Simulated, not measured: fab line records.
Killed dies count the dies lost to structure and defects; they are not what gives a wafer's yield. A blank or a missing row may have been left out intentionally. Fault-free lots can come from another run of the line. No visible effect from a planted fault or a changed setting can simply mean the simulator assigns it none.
fab line records -- flow sky130
record: lots: 7, wafers: 21, last-day: 49
route steps=708 shown VT_ADJUST_NCORE@123 VT_ADJUST_HVTR@131 PAD_OPEN@708
lots that met no fault: taken from a fault-free run of the same line
start-h: start of the lot's first displayed wafer, in hours after the record's first day -- wait-h: time in hours since the lot's previous step -- " repeats the value in the row above -- L1.1+2: a row that stands for several wafers -- - no value present, or no start provided -- * or withheld: withheld -- < > ~ a bound
route shown NAME@n: a module of which the file shows steps, and the number in the route of the first -- usual: mean/standard deviation of fault-free wafers -- same: alike in all rows -- chamber/n: place in a boat -- sites: the reading at each site -- _std_site: the values' standard deviation -- _edge_site: outer sites' mean less inner sites' -- radius-mm: how far each site lies from the wafer's centre -- mask NAME#n: copy n -- behind: the tool/chamber that last shaped the wafer -- hold: why the lot was held/for how many hours/how that ended -- device: which transistor (n, p or np) failed to switch -- end of line: at the end of the route, the tests of the same wafers -- for a step that has no rows: nothing shown but its recipe -- killed: count of dies lost to structure and defects at first sort (not the wafer's yield) -- map: the dies of a wafer, with x for killed, . for not killed, _ for no die there
set.NAME: setting as actually run; set.NAME@STEP: the setting as run at that earlier step -- model.NAME: the simulator's own value behind a step, which no gauge read
certain route steps with their lots: each step a table, each wafer a row
services: a tool's chamber out of use, with start hour (start-h, from the record's first day; less than 0 if before it), hours out, and reason
== steps ==
step: SKY_VT_ADJUST_NCORE_EXPOSE_04
recipe: mask-id: LVTN_COMPLEMENT_THIN, na: 0.6, source-shape: conventional, sigma-outer: 0.6, polarization: unpolarized, target-cd-nm: 380, dose-mj: 139
step: SKY_VT_ADJUST_NCORE_PEB_05
recipe: temp-c: withheld, time-s: *, resist: NOVOLAK
step: SKY_VT_ADJUST_NCORE_DEVELOP_06
recipe: resist: NOVOLAK, developer: TMAH, develop-time-s: 60, dev-temp-c: 23
step: SKY_VT_ADJUST_NCORE_CD_MEAS_07
recipe: target-cd-nm: 380
usual: cd-nm: 379.9/2.3
lot.wafer,tool,chamber,start-h,wait-h,cd-nm
L902.1,cd-sem-02,-,183.60,0.1,378.5
L902.2,cd-sem-02,-,183.60,0.1,378.6
L902.6,cd-sem-02,-,183.60,0.1,377.8
L903.1,cd-sem-02,-,191.75,0.1,378.5
L903.2,cd-sem-02,-,191.75,0.1,378.7
L903.4,cd-sem-02,-,191.75,0.1,380.3
L909.1,cd-sem-01,-,236.85,0.1,384.0
L909.2,cd-sem-01,-,236.85,0.1,383.4
L909.5,cd-sem-01,-,236.85,0.1,382.1
L910.1,cd-sem-02,-,266.11,0.1,378.5
L910.3,cd-sem-02,-,266.11,0.1,375.8
L910.5,cd-sem-02,-,266.11,0.1,381.7
L912.2,cd-sem-02,-,268.48,0.1,381.2
L912.3,cd-sem-02,-,268.48,0.1,384.0
L912.6,cd-sem-02,-,268.48,0.1,383.9
L917.3,cd-sem-02,-,298.74,0.1,379.0
L917.5,cd-sem-02,-,298.74,0.1,378.4
L917.6,cd-sem-02,-,298.74,0.1,376.9
L921.4,cd-sem-01,-,326.31,0.1,381.4
L921.5,cd-sem-01,-,326.31,0.1,381.3
L921.6,cd-sem-01,-,326.31,0.1,382.1
step: SKY_VT_ADJUST_NCORE_OVL_MEAS_08
usual: VT_ADJUST_NCORE_OVL: 0.3/1.3
lot.wafer,tool,chamber,start-h,wait-h,VT_ADJUST_NCORE_OVL[nm]
L902.1,overlay-02,-,183.72,0.1,0.7
L902.2,overlay-02,-,183.72,0.1,0.6
L902.6,overlay-02,-,183.72,0.1,0.5
L903.1,overlay-01,-,191.87,0.1,0.5
L903.2,overlay-01,-,191.87,0.1,-0.3
L903.4,overlay-01,-,191.87,0.1,-0.8
L909.1,overlay-02,-,236.97,0.1,1.4
L909.2,overlay-02,-,236.97,0.1,0.6
L909.5,overlay-02,-,236.97,0.1,1.7
L910.1,overlay-02,-,266.23,0.1,-3.5
L910.3,overlay-02,-,266.23,0.1,-1.9
L910.5,overlay-02,-,266.23,0.1,-2.7
L912.2,overlay-01,-,268.59,0.1,-0.5
L912.3,overlay-01,-,268.59,0.1,0.0
L912.6,overlay-01,-,268.59,0.1,0.2
L917.3,overlay-02,-,298.83,0.1,-0.3
L917.5,overlay-02,-,298.83,0.1,0.5
L917.6,overlay-02,-,298.83,0.1,1.2
L921.4,overlay-02,-,326.39,0.1,1.6
L921.5,overlay-02,-,326.39,0.1,0.0
L921.6,overlay-02,-,326.39,0.1,2.3
step: SKY_VT_ADJUST_NCORE_IMPLANT_09
recipe: species: B, energy-kev: 10, dose-cm2: 2.4e+12, tilt-deg: withheld
step: SKY_VT_ADJUST_NCORE_STRIP_10
recipe: chemistry: O2/N2, power-w: 1400, pressure-mtorr: 1500, platen-temp-c: withheld, o2-flow-sccm: 3000, n2-flow-sccm: 300, overash-fraction: 0.5
usual: drypump-motor-current-A: 5.7/0.36, o2-flow-sccm: 3000/9.3, oes-product-au: 0.715/0.0046, strip-time-to-endpoint-s: 14.16/0.038
same: overash-fraction: 0.5
lot.wafer,tool,chamber,start-h,wait-h,drypump-motor-current-A,o2-flow-sccm,oes-product-au,rf-hours-counter-h,strip-time-to-endpoint-s
L902.1,plasma-asher-01,1,183.91,0.1,5.7,3010,0.713,37,14.13
L902.2,plasma-asher-01,0,183.91,0.1,5.9,3005,0.715,37,14.10
L902.6,plasma-asher-01,1,183.91,0.1,5.7,3000,0.718,-,14.11
L903.1,plasma-asher-02,0,192.06,0.1,5.2,2998,0.718,51,14.16
L903.2,plasma-asher-02,1,192.06,0.1,6.0,2998,0.716,51,14.18
L903.4,plasma-asher-02,1,192.06,0.1,6.0,3001,0.721,-,14.16
L909.1,plasma-asher-04,0,237.16,0.1,6.1,2991,0.713,55,14.12
L909.2,plasma-asher-04,1,237.16,0.1,5.4,3011,0.718,55,14.15
L909.5,plasma-asher-04,0,237.16,0.1,6.1,2994,0.716,-,14.17
L910.1,plasma-asher-02,1,266.42,0.1,6.0,2999,0.713,58,14.20
L910.3,plasma-asher-02,1,266.42,0.1,6.0,3003,0.714,-,14.22
L910.5,plasma-asher-02,1,266.42,0.1,6.0,2990,0.716,-,14.23
L912.2,plasma-asher-04,1,268.77,0.1,5.4,3010,0.711,58,14.11
L912.3,plasma-asher-04,1,268.77,0.1,5.4,3004,0.718,-,14.15
L912.6,plasma-asher-04,0,268.77,0.1,6.1,2996,0.721,-,14.15
L917.3,plasma-asher-02,1,299.04,0.1,6.0,3000,0.714,-,14.13
L917.5,plasma-asher-02,0,299.04,0.1,5.1,2987,0.712,-,14.14
L917.6,plasma-asher-02,1,299.04,0.1,6.0,2999,0.721,-,14.11
L921.4,plasma-asher-04,1,326.59,0.1,5.4,3017,0.713,-,14.15
L921.5,plasma-asher-04,1,326.59,0.1,5.4,3010,0.712,-,14.13
L921.6,plasma-asher-04,0,326.59,0.1,6.1,2999,0.716,-,14.15
step: SKY_VT_ADJUST_NCORE_TW_MEAS_11
usual: VT_ADJUST_NCORE_TW: 217.5/1.9
lot.wafer,tool,chamber,start-h,wait-h,VT_ADJUST_NCORE_TW
L902.1,film-metro-04,-,184.01,0.1,221.1
L902.2,film-metro-04,-,184.01,0.1,219.4
L902.6,film-metro-04,-,184.01,0.1,220.4
L903.1,film-metro-01,-,192.16,0.1,219.2
L903.2,film-metro-01,-,192.16,0.1,217.7
L903.4,film-metro-01,-,192.16,0.1,217.0
L909.1,film-metro-01,-,237.26,0.1,216.6
L909.2,film-metro-01,-,237.26,0.1,217.4
L909.5,film-metro-01,-,237.26,0.1,217.5
L910.1,film-metro-02,-,266.52,0.1,214.8
L910.3,film-metro-02,-,266.52,0.1,214.4
L910.5,film-metro-02,-,266.52,0.1,215.7
L912.2,film-metro-01,-,268.88,0.1,217.7
L912.3,film-metro-01,-,268.88,0.1,216.9
L912.6,film-metro-01,-,268.88,0.1,217.3
L917.3,film-metro-02,-,299.13,0.1,217.7
L917.5,film-metro-02,-,299.13,0.1,217.5
L917.6,film-metro-02,-,299.13,0.1,217.2
L921.4,film-metro-02,-,326.69,0.1,214.5
L921.5,film-metro-02,-,326.69,0.1,214.4
L921.6,film-metro-02,-,326.69,0.1,215.0
step: SKY_VT_ADJUST_HVTR_DEHYDRATE_00
recipe: temp-c: 200, time-s: 60
step: SKY_VT_ADJUST_HVTR_HMDS_01
recipe: prime-time-s: 60, prime-temp-c: 120
step: SKY_VT_ADJUST_HVTR_COAT_02
recipe: resist: NOVOLAK, spin-rpm: 3000, resist-thk-nm: 1140
step: SKY_VT_ADJUST_HVTR_SOFTBAKE_03
recipe: temp-c: 90, time-s: 60, resist: NOVOLAK
step: SKY_VT_ADJUST_HVTR_EXPOSE_04
recipe: mask-id: HVTRM, target-cd-nm: 380, na: 0.6, source-shape: conventional, sigma-outer: 0.6, dose-mj: 150
usual: exposure-dose-mJ-cm2: 149.99/0.16
lot.wafer,tool,chamber,start-h,wait-h,mask,exposure-dose-mJ-cm2,model.VT_ADJUST_HVTR.overlay-x-nm
L902.1,iline-stepper-02,0,194.00,-,HVTRM#0,149.95,0.3931
L902.2,iline-stepper-02,0,194.00,-,HVTRM#0,149.90,0.3931
L902.6,iline-stepper-02,0,194.00,-,HVTRM#0,149.74,0.3931
L903.1,iline-stepper-01,0,201.93,-,HVTRM#0,149.99,-1.194
L903.2,iline-stepper-01,0,201.93,-,HVTRM#0,150.02,-1.194
L903.4,iline-stepper-01,0,201.93,-,HVTRM#0,149.69,-1.194
L909.1,iline-stepper-01,0,248.28,-,HVTRM#0,150.08,-91.46
L909.2,iline-stepper-01,0,248.28,-,HVTRM#0,149.88,-91.46
L909.5,iline-stepper-01,0,248.28,-,HVTRM#0,149.98,-91.46
L910.1,iline-stepper-01,0,278.47,-,HVTRM#0,150.05,-88.21
L910.3,iline-stepper-01,0,278.47,-,HVTRM#0,150.33,-88.21
L910.5,iline-stepper-01,0,278.47,-,HVTRM#0,150.22,-88.21
L912.2,iline-stepper-01,0,281.03,-,HVTRM#0,149.97,-87.52
L912.3,iline-stepper-01,0,281.03,-,HVTRM#0,149.96,-87.52
L912.6,iline-stepper-01,0,281.03,-,HVTRM#0,149.85,-87.52
L917.3,iline-stepper-02,0,312.06,-,HVTRM#0,150.09,-2.053
L917.5,iline-stepper-02,0,312.06,-,HVTRM#0,150.06,-2.053
L917.6,iline-stepper-02,0,312.06,-,HVTRM#0,150.11,-2.053
L921.4,iline-stepper-02,0,340.58,-,HVTRM#0,150.03,-1.218
L921.5,iline-stepper-02,0,340.58,-,HVTRM#0,150.02,-1.218
L921.6,iline-stepper-02,0,340.58,-,HVTRM#0,150.06,-1.218
step: SKY_VT_ADJUST_HVTR_PEB_05
recipe: temp-c: withheld, time-s: *, resist: NOVOLAK
step: SKY_VT_ADJUST_HVTR_DEVELOP_06
recipe: develop-time-s: 60, dev-temp-c: 23
step: SKY_VT_ADJUST_HVTR_CD_MEAS_07
recipe: target-cd-nm: 380
usual: cd-nm: 379.8/2.3
lot.wafer,tool,chamber,start-h,wait-h,cd-nm
L902.1,cd-sem-01,-,203.40,0.1,382.3
L902.2,cd-sem-01,-,203.40,0.1,380.3
L902.6,cd-sem-01,-,203.40,0.1,382.0
L903.1,cd-sem-02,-,212.42,0.1,382.0
L903.2,cd-sem-02,-,212.42,0.1,382.5
L903.4,cd-sem-02,-,212.42,0.1,382.7
L909.1,cd-sem-02,-,259.80,0.1,378.9
L909.2,cd-sem-02,-,259.80,0.1,378.4
L909.5,cd-sem-02,-,259.80,0.1,379.0
L910.1,cd-sem-01,-,291.13,0.1,377.3
L910.3,cd-sem-01,-,291.13,0.1,374.8
L910.5,cd-sem-01,-,291.13,0.1,376.3
L912.2,cd-sem-01,-,293.55,0.1,378.3
L912.3,cd-sem-01,-,293.55,0.1,376.7
L912.6,cd-sem-01,-,293.55,0.1,376.7
L917.3,cd-sem-02,-,325.01,0.1,382.1
L917.5,cd-sem-02,-,325.01,0.1,379.6
L917.6,cd-sem-02,-,325.01,0.1,379.3
L921.4,cd-sem-02,-,353.73,0.1,377.5
L921.5,cd-sem-02,-,353.73,0.1,378.7
L921.6,cd-sem-02,-,353.73,0.1,381.0
step: SKY_VT_ADJUST_HVTR_OVL_MEAS_08
usual: VT_ADJUST_HVTR_OVL: -0.2/1.3
lot.wafer,tool,chamber,start-h,wait-h,hold,VT_ADJUST_HVTR_OVL[nm]
L902.1,overlay-01,-,203.52,0.1,-,-0.5
L902.2,overlay-01,-,203.52,0.1,-,1.4
L902.6,overlay-01,-,203.52,0.1,-,-1.1
L903.1,overlay-01,-,212.54,0.1,-,0.3
L903.2,overlay-01,-,212.54,0.1,-,0.9
L903.4,overlay-01,-,212.54,0.1,-,-1.5
L909.1,overlay-01,-,259.92,0.1,await-dispo/0.2h/release,-90.3
L909.2,overlay-01,-,259.92,0.1,await-dispo/0.2h/release,-91.7
L909.5,overlay-01,-,259.92,0.1,await-dispo/0.2h/release,-90.6
L909.1,overlay-01,-,260.12,0.2,-,-90.9
L909.2,overlay-01,-,260.12,0.2,-,-91.8
L909.5,overlay-01,-,260.12,0.2,-,-90.7
L910.1,overlay-02,-,291.25,0.1,await-dispo/0.2h/release,-89.9
L910.3,overlay-02,-,291.25,0.1,await-dispo/0.2h/release,-90.3
L910.5,overlay-02,-,291.25,0.1,await-dispo/0.2h/release,-89.9
L910.1,overlay-02,-,291.46,0.2,-,-90.8
L910.3,overlay-02,-,291.46,0.2,-,-90.7
L910.5,overlay-02,-,291.46,0.2,-,-89.9
L912.2,overlay-02,-,293.66,0.1,await-dispo/0.2h/release,-88.9
L912.3,overlay-02,-,293.66,0.1,await-dispo/0.2h/release,-90.0
L912.6,overlay-02,-,293.66,0.1,await-dispo/0.2h/release,-89.9
L912.2,overlay-02,-,293.86,0.2,-,-89.3
L912.3,overlay-02,-,293.86,0.2,-,-90.3
L912.6,overlay-02,-,293.86,0.2,-,-89.3
L917.3,overlay-01,-,325.11,0.1,-,-1.8
L917.5,overlay-01,-,325.11,0.1,-,-1.7
L917.6,overlay-01,-,325.11,0.1,-,-0.9
L921.4,overlay-01,-,353.81,0.1,-,0.8
L921.5,overlay-01,-,353.81,0.1,-,0.5
L921.6,overlay-01,-,353.81,0.1,-,-1.1
step: SKY_PAD_OPEN_PROBE_99
usual: defect-limited-yield: 82.3/1.8, killed_at_M0_to_M3: 44/7.2, killed_at_M4_up: 3.1/1.8, killed-at-contacts: 24/4.5, killed-at-front-end: 16/4.4, killed-at-other: 0.2/0.42, killed-dies: 87/8.9, killed-open: 48/6.4, killed-short: 39/6.2, sort_bin_3_pad_short: 0.9/0.46, sort_bin_5_function: 10.5/1.6, sort_bin_6_memory: 6.3/1.1, sort-n-pass: 405/8.9, sort-yield-pct: 82.3/1.8
same: gross-dies: 492, killed-at-back-side: 0, sort_bin_4_leakage[%]: 0, sort_bin_8_speed[%]: 0
lot.wafer,tool,chamber,start-h,wait-h,defect-limited-yield[%],killed_at_M0_to_M3,killed_at_M4_up,killed-at-contacts,killed-at-front-end,killed-at-other,killed-dies,killed-open,killed-short,sort_bin_3_pad_short[%],sort_bin_5_function[%],sort_bin_6_memory[%],sort-n-pass,sort-yield-pct[%]
L903.1,prober-01,-,1072.98,0.1,84.3,35,5,21,16,0,77,37,40,0.8,9.8,5.1,415,84.3
L903.2,prober-01,-,1073.03,0.1,78.5,57,5,28,16,0,106,58,48,0.4,15.9,5.3,386,78.5
L903.4,prober-01,-,1073.13,0.2,84.1,45,1,20,12,0,78,43,35,0.4,10.6,4.9,414,84.1
killed by level:class
L903.1 VIA1:geometric-particle:open=7 LI_CONTACT:geometric-particle:open=6 VIA1:geometric-particle:short=5 CONTACT:geometric-particle:open=5 METAL2:geometric-particle:short=5 FIELD_ISO:geometric-particle:open=4 POLY_GATE:geometric-particle:short=4 LI_CONTACT:geometric-particle:short=4
L903.2 VIA1:geometric-particle:open=15 VIA1:geometric-particle:short=11 CONTACT:geometric-particle:open=10 LI_CONTACT:geometric-particle:open=7 POLY_GATE:geometric-particle:short=6 LI_CONTACT:geometric-particle:short=5 VIA3:geometric-particle:open=5 POLY_GATE:geometric-particle:open=4
L903.4 VIA1:geometric-particle:open=10 CONTACT:geometric-particle:open=9 METAL2:geometric-particle:short=7 METAL3:geometric-particle:short=5 LI_CONTACT:geometric-particle:open=4 METAL1:geometric-particle:short=4 VIA2:geometric-particle:open=4 POLY_GATE:geometric-particle:open=3
== services ==
tool,chamber,start-h,hours,kind
plasma-asher-02,-,165.84,2.0,repair
plasma-asher-02,-,170.75,2.8,pm
plasma-asher-01,-,178.96,1.7,repair
iline-stepper-02,-,181.21,1.7,pm
plasma-asher-04,-,196.77,1.2,repair
iline-stepper-01,-,235.22,4.4,pm
iline-stepper-01,-,245.77,2.1,pm
iline-stepper-01,-,247.85,-,consumable-replace:lamp
plasma-asher-01,-,316.71,1.6,repair
== key ==
first-sign: step: SKY_VT_ADJUST_HVTR_OVL_MEAS_08, reading: visit, direction: added
effect: step: SKY_VT_ADJUST_HVTR_OVL_MEAS_08, reading: VT_ADJUST_HVTR_OVL, direction: down, sigmas: 70, usual: -0.2, struck: -90.2
model-effect: step: SKY_VT_ADJUST_HVTR_EXPOSE_04, value: VT_ADJUST_HVTR.overlay-x-nm, without: 1.623, struck: -89.06
met-at SKY_VT_ADJUST_HVTR_EXPOSE_04
struck-wafers L909.1,L909.2,L909.5,L910.1,L910.3,L910.5,L912.2,L912.3,L912.6
scrapped-behind SKY_VT_ADJUST_HVTR_OVL_MEAS_08 L909.1,L909.2,L909.5,L910.1,L910.3,L910.5,L912.2,L912.3,L912.6
onset-between 201.93 248.28
fault: kind: scanner-matching-overlay, tool: iline-stepper-01, chamber: -, onset-h: 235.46, steps: SKY_VT_ADJUST_HVTR_EXPOSE_04, offset: -90.684
